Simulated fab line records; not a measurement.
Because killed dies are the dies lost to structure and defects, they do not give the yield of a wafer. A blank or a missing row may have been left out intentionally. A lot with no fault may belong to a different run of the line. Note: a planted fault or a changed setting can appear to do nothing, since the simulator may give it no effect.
Problem report in the 8D (eight disciplines) form, filled by code ; flow gf180mcu ; the parts of the form that need people (team, actions taken, sign-off) are left out

1. THE ISSUE
HV_LDD_TW at GF_HV_LDD_TW_MEAS_11 reads a mean of 2688 on 6 wafers of 2 lots; wafers without a fault read 2394 with a standard deviation of 22. That puts it +13 standard deviations away from the usual mean.
First observed at day 12 20:18: wafer L837.2, on film-metro-04. The record has a number at this step for 36 wafers belonging to 12 lots. Rule for "out" (also "out of limits"): further than 4 standard deviations from the usual mean. All remaining wafers that have a number are taken as sound.

2. WHAT IT IS AND WHAT IT IS NOT
question;is;is not
which readings at this step;HV_LDD_TW;-
which lots;L837, L839;L829, L838, L840, L841, L843, L845, L847, L848, L850, L851
which wafers of those lots;all that have a number;-
read on which gauges;film-metro-02, film-metro-04;film-metro-01
when;from day 12 20:18;"up to then (3 sound wafers); but 27 sound wafers of L838, L840, L841, L843, L845, L847, L848, L850, L851 came after"

3. THE SUSPECTS, EACH WITH WHAT RULES IT OUT
Counting: a tool at any process step up to the reading remains a suspect when it ran all the lots that are out and ran no sound lot after the first of those.
- the gauge at GF_HV_LDD_TW_MEAS_11 is ruled out. 2 gauges (film-metro-02, film-metro-04) read the wafers that are out.
- implanter-01 at GF_HV_LDD_IMPLANT_09: ruled out as a lasting fault. After its first lot that is out, L837 (day 12 20:04), sound lots L850 ran on it.
- plasma-asher-02 at GF_HV_LDD_STRIP_10 (strips in O2/N2): ruled out as a lasting fault. After its first lot that is out, L837 (day 12 20:11), sound lots L840, L843 ran on it.
Left after counting: nothing in the record.

4. THE CAUSE (what the simulator had put in)
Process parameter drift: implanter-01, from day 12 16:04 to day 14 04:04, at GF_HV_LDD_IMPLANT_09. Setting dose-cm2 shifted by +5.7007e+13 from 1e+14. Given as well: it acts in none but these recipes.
It was ruled out by counting, in error; the rule expects a fault to strike all lots run on its tool from its start on, and this fault did not.

5. SEQUENCE OF EFFECTS, ordered by route
Each row: a reading where the mean over the struck wafers with a number is more than 3 standard deviations away from the usual. Readings are gone through only where the record gives a usual standard deviation; hours: the median, over the lots, of the time from a lot's start at the first step in this table giving one to that lot's start at this step; sigmas: the change measured in usual standard deviations.
hours;step;reading;usual;on struck wafers;change;sigmas
0;GF_HV_LDD_IMPLANT_09;dose-ions-cm2;1e+14;2e+14;+6e+13;+99 or more
0;GF_HV_LDD_IMPLANT_09;faraday-current-uA;565;889;+324;+27
0;GF_HV_LDD_TW_MEAS_11;HV_LDD_TW;2394;2688;+294;+13
63;GF_HV_LDD_RS_MEAS_53;HV_LDD_RS;419.1 ohm/sq;355.9;-63.2;-65
Process steps it contains:
- GF_HV_LDD_IMPLANT_09

6. WHAT WOULD HAVE CAUGHT IT SOONER
In this record the first reading out of limits at a measuring or inspecting step was taken at day 12 20:18, 4 hours after the fault began at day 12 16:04.
At GF_HV_LDD_IMPLANT_09, the tool's own readings (dose-ions-cm2, faraday-current-uA) were out on each struck wafer the step has a row for, so an alarm limit on them would have fired on the first such wafer.
